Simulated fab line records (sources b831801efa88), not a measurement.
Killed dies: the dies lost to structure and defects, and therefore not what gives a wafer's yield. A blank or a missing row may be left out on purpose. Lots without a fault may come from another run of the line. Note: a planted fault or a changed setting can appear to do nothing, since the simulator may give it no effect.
Comparing a struck lot with a sound one / flow gf180mcu / 16 out of 602 route steps
Sound: the wafers L451.1, L451.3, L451.5. Struck: wafer L453.1 (L453.4, L453.5, from the same lot, were not struck and are left out); the cause is given at the end.
At each step with rows: each side's tool, then ch and its chambers, then its first start. Under that, the readings that differ: sound wafers / struck wafers / difference of the means / sigmas: that difference in standard deviations of wafers without a fault.
alike: same words and numbers on both sides, and readings whose means sit less than 2 such deviations apart. not compared: any withheld reading, any reading some wafer has no value for, any bound like >300 that may hide the same value, and any number with overlapping values for which the record gives no deviation.
The two part at a step that has a row with sigmas, a row that says differs or no value, or rows on one side only. Numbers that don't overlap but have no deviation are shown without sigmas and don't part them. A reading missing from all wafers of one side parts the sides only when that side holds two or more wafers.

first, 4 steps without rows for these wafers: GF_M1_SOFTBAKE_10 (time 60 s); GF_M1_EXPOSE_11 (exposes mask Metal1, target cd 230 nm); GF_M1_PEB_12 (peb time 90 s); GF_M1_DEVELOP_13 (develop time 60 s).
GF_M1_CD_MEAS_14 targets a cd of 230 nm.
  sound on cd_sem-02, day 19 23:10; struck on cd_sem-01, day 20 16:28
  alike: cd_nm
GF_M1_OVL_MEAS_15:
  sound on overlay-01, day 19 23:17; struck on overlay-01, day 20 16:35
reading=M1_OVL (nm); sound=-4 -8 -10; struck=5; difference=+12; sigmas=+2
GF_M1_METAL_ETCH_16: etches the open film in Cl2/BCl3, stops on SiO2, target depth 627.5 nm, time 104.6 s.
  sound on rie_metal-01 ch 0,1, day 19 23:20; struck on rie_metal-04 ch 1, day 20 16:38
reading=drypump_motor_current_A (A); sound=5.1 5.5 5.5; struck=6.7; difference=+1.3; sigmas=+2
  alike: chamber_pressure_mTorr, he_backside_leak_sccm, oes_product_au, throttle_valve_pct
  not compared: rf_hours_counter_h
GF_M1_STRIP_17: strips in O2/N2.
  sound on plasma_asher-04 ch 0,1, day 19 23:26; struck on plasma_asher-04 ch 0, day 20 16:51
  alike: chamber_pressure_mTorr, drypump_motor_current_A, heater_power_w, oes_product_au, platen_temp_c, strip_time_to_endpoint_s
  not compared: rf_hours_counter_h
then, 3 steps without rows for these wafers: GF_M1_STRIP_18 (strips in post etch residue remover, time 1200 s); GF_M1_CLEAN_19 (cleans in DIW); GF_V1_CVD_00 (deposits SiO2, target thk 600 nm, time 100 s).
GF_V1_THK_MEAS_01:
  sound on film_metro-01, day 20 00:08; struck on film_metro-04, day 20 17:28
  alike: V1_CVD_00_THK
GF_V1_CVD_02: deposits SiO2 from TEOS, target thk 850 nm, time 94.851 s.
  sound on pecvd-04 ch 1,2, day 20 00:11; struck on pecvd-01 ch 0, day 20 17:31
reading=model.SiO2_of_V1_CVD_02.thk_nm (nm); sound=839.6 841.8 858.1; struck=822.4; difference=-24.1; sigmas=
  alike: heater_power_w
  not compared: since_wet_clean_h
GF_V1_THK_MEAS_03:
  sound on film_metro-02, day 20 00:16; struck on film_metro-01, day 20 17:35
reading=V1_CVD_02_THK (nm); sound=840 842 858; struck=822; difference=-25; sigmas=-2
GF_V1_CMP_04: polishes SiO2.
  sound on cmp-02 ch 0,1, day 20 00:22; struck on cmp-02 ch 3, day 20 17:45
  alike: motor_current_A, time_to_endpoint_s
GF_PASSIVATION_PROBE_99:
  the record has rows for the sound wafers here (prober-02, day 31 06:10) and none for the struck ones

WHERE THEY PART
Earliest at GF_M1_OVL_MEAS_15; latest, in this record, at GF_PASSIVATION_PROBE_99.

WHY: the cause the simulator had injected
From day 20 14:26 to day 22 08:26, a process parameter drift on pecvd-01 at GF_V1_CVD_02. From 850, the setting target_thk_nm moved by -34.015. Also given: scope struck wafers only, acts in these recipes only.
